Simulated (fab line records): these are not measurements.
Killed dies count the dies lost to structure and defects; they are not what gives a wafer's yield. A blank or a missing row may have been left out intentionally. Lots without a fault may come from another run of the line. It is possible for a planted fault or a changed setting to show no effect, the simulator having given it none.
Tool commonality check || flow sky130 || 12 lots and 45 wafers in the sample

== REASON IT WAS OPENED ==
SKY_NWELL_THK_MEAS_02, reading NWELL_OXIDATION_THK: flagged on 3 of 12 lots. No-fault wafers: 9.94 nm, standard deviation 0.21.
Rule: flag the lot when none of its wafers has a number, or when each of its wafers that has one lies beyond 4 standard deviations from that mean. The other lots count as sound.

{"lot": "L433", "measured": "day 2 19:17", "on": "film_metro-04", "NWELL_OXIDATION_THK (nm), wafer by wafer": "9.93 9.63 9.79", "flag": ""}
{"lot": "L434", "measured": "day 3 00:27", "on": "film_metro-01", "NWELL_OXIDATION_THK (nm), wafer by wafer": "9.88 10.01 9.87", "flag": ""}
{"lot": "L436", "measured": "day 3 09:08", "on": "film_metro-03", "NWELL_OXIDATION_THK (nm), wafer by wafer": "9.88 9.99 9.94", "flag": ""}
{"lot": "L437", "measured": "day 3 16:14", "on": "film_metro-01", "NWELL_OXIDATION_THK (nm), wafer by wafer": "9.94 9.76 9.70", "flag": ""}
{"lot": "L439", "measured": "day 3 22:31", "on": "film_metro-01", "NWELL_OXIDATION_THK (nm), wafer by wafer": "10.19 10.23 10.44", "flag": ""}
{"lot": "L440", "measured": "day 4 07:12", "on": "film_metro-04", "NWELL_OXIDATION_THK (nm), wafer by wafer": "15.89 15.74 15.79 15.85 15.64 15.77", "flag": "FLAGGED"}
{"lot": "L443", "measured": "day 4 23:38", "on": "film_metro-04", "NWELL_OXIDATION_THK (nm), wafer by wafer": "15.78 16.22 16.05 15.77 16.24 16.01", "flag": "FLAGGED"}
{"lot": "L445", "measured": "day 5 11:38", "on": "film_metro-04", "NWELL_OXIDATION_THK (nm), wafer by wafer": "10.02 10.16 10.10", "flag": ""}
{"lot": "L448", "measured": "day 6 05:55", "on": "film_metro-04", "NWELL_OXIDATION_THK (nm), wafer by wafer": "16.19 15.87 16.06 16.14 15.90 16.12", "flag": "FLAGGED"}
{"lot": "L451", "measured": "day 6 16:30", "on": "film_metro-01", "NWELL_OXIDATION_THK (nm), wafer by wafer": "9.95 9.70 9.76", "flag": ""}
{"lot": "L453", "measured": "day 7 06:02", "on": "film_metro-01", "NWELL_OXIDATION_THK (nm), wafer by wafer": "9.94 9.73 9.82", "flag": ""}
{"lot": "L455", "measured": "day 7 14:02", "on": "film_metro-04", "NWELL_OXIDATION_THK (nm), wafer by wafer": "10.30 10.25 10.08", "flag": ""}
The numbers of the flagged lots are 15.95 nm on average: +6.01 nm against the usual, or +29 standard deviations.

== LOT BY LOT: THE TOOL USED ==
2 process steps preceding the reading are held in the record, out of 708 steps in the route. Every cell lists first the tool, next ch and the chambers used by the sampled wafers, and last the start.
{"lot": "L433", "flag": "", "SKY_FIELD_ISO_STRIP_16": "plasma_asher-01 ch 0,1, day 2 12:13", "SKY_NWELL_OXIDATION_01": "furnace-02 ch 0, day 2 17:53"}
{"lot": "L434", "flag": "", "SKY_FIELD_ISO_STRIP_16": "plasma_asher-02 ch 0,1, day 2 18:13", "SKY_NWELL_OXIDATION_01": "furnace-02 ch 0, day 2 23:03"}
{"lot": "L436", "flag": "", "SKY_FIELD_ISO_STRIP_16": "plasma_asher-02 ch 0,1, day 3 02:22", "SKY_NWELL_OXIDATION_01": "furnace-02 ch 0, day 3 07:45"}
{"lot": "L437", "flag": "", "SKY_FIELD_ISO_STRIP_16": "plasma_asher-01 ch 0,1, day 3 07:28", "SKY_NWELL_OXIDATION_01": "furnace-02 ch 0, day 3 14:50"}
{"lot": "L439", "flag": "", "SKY_FIELD_ISO_STRIP_16": "plasma_asher-01 ch 0,1, day 3 16:18", "SKY_NWELL_OXIDATION_01": "furnace-02 ch 0, day 3 21:06"}
{"lot": "L440", "flag": "FLAGGED", "SKY_FIELD_ISO_STRIP_16": "plasma_asher-02 ch 0,1, day 3 23:22", "SKY_NWELL_OXIDATION_01": "furnace-01 ch 0, day 4 03:57 and furnace-02 ch 0, day 4 05:49"}
{"lot": "L443", "flag": "FLAGGED", "SKY_FIELD_ISO_STRIP_16": "plasma_asher-02 ch 0,1, day 4 13:37", "SKY_NWELL_OXIDATION_01": "furnace-02 ch 0, day 4 20:25 and furnace-01 ch 0, day 4 22:08"}
{"lot": "L445", "flag": "", "SKY_FIELD_ISO_STRIP_16": "plasma_asher-01 ch 1, day 5 00:49", "SKY_NWELL_OXIDATION_01": "furnace-02 ch 0, day 5 10:13"}
{"lot": "L448", "flag": "FLAGGED", "SKY_FIELD_ISO_STRIP_16": "plasma_asher-01 ch 0,1, day 5 18:37", "SKY_NWELL_OXIDATION_01": "furnace-01 ch 0, day 6 01:52"}
{"lot": "L451", "flag": "", "SKY_FIELD_ISO_STRIP_16": "plasma_asher-01 ch 0,1, day 6 07:07", "SKY_NWELL_OXIDATION_01": "furnace-02 ch 0, day 6 15:06"}
{"lot": "L453", "flag": "", "SKY_FIELD_ISO_STRIP_16": "plasma_asher-02 ch 0,1, day 6 18:32", "SKY_NWELL_OXIDATION_01": "furnace-02 ch 0, day 7 04:38"}
{"lot": "L455", "flag": "", "SKY_FIELD_ISO_STRIP_16": "plasma_asher-01 ch 0,1, day 7 06:16", "SKY_NWELL_OXIDATION_01": "furnace-01 ch 0, day 7 12:38"}
What the steps here do:
- SKY_FIELD_ISO_STRIP_16: strips in O2/N2.
- SKY_NWELL_OXIDATION_01: stabilise 600 s, purge 300 s, target thk 10 nm.
- SKY_NWELL_THK_MEAS_02

== FLAGGED OVER TOTAL, TOOL BY TOOL (the gauges that took the reading come last) ==
{"step": "SKY_FIELD_ISO_STRIP_16", "tool": "plasma_asher-01", "lots run": 7, "flagged": 1, "share of the flagged lots": "some", "sound lots run after its first flagged lot": "2 (L451,L455)"}
{"step": "SKY_FIELD_ISO_STRIP_16", "tool": "plasma_asher-02", "lots run": 5, "flagged": 2, "share of the flagged lots": "some", "sound lots run after its first flagged lot": "1 (L453)"}
{"step": "SKY_NWELL_OXIDATION_01", "tool": "furnace-01", "lots run": 4, "flagged": 3, "share of the flagged lots": "all", "sound lots run after its first flagged lot": "1 (L455)"}
{"step": "SKY_NWELL_OXIDATION_01", "tool": "furnace-02", "lots run": 10, "flagged": 2, "share of the flagged lots": "some", "sound lots run after its first flagged lot": "3 (L445,L451,L453)"}
{"step": "SKY_NWELL_THK_MEAS_02", "tool": "film_metro-01", "lots run": 5, "flagged": 0, "share of the flagged lots": "none", "sound lots run after its first flagged lot": "-"}
{"step": "SKY_NWELL_THK_MEAS_02", "tool": "film_metro-03", "lots run": 1, "flagged": 0, "share of the flagged lots": "none", "sound lots run after its first flagged lot": "-"}
{"step": "SKY_NWELL_THK_MEAS_02", "tool": "film_metro-04", "lots run": 6, "flagged": 3, "share of the flagged lots": "all", "sound lots run after its first flagged lot": "2 (L445,L455)"}

== WHAT IS ALLOWED BY THE TABLE ==
Every flagged lot went through 2 rows of the table: furnace-01 at SKY_NWELL_OXIDATION_01 and film_metro-04 at SKY_NWELL_THK_MEAS_02.
- furnace-01 at SKY_NWELL_OXIDATION_01 ran 4 lots, 3 of them flagged. Sound lots followed the first flagged one (L455) on it, something a lasting fault affecting the whole tool could not allow.
- film_metro-04 at SKY_NWELL_THK_MEAS_02 ran 6 lots, 3 of them flagged. Sound lots followed the first flagged one (L445, L455) on it, something a lasting fault affecting the whole tool could not allow.
No row of the table ran every flagged lot and no sound lot after the first.

== WHAT THE SIMULATOR PUT IN ==
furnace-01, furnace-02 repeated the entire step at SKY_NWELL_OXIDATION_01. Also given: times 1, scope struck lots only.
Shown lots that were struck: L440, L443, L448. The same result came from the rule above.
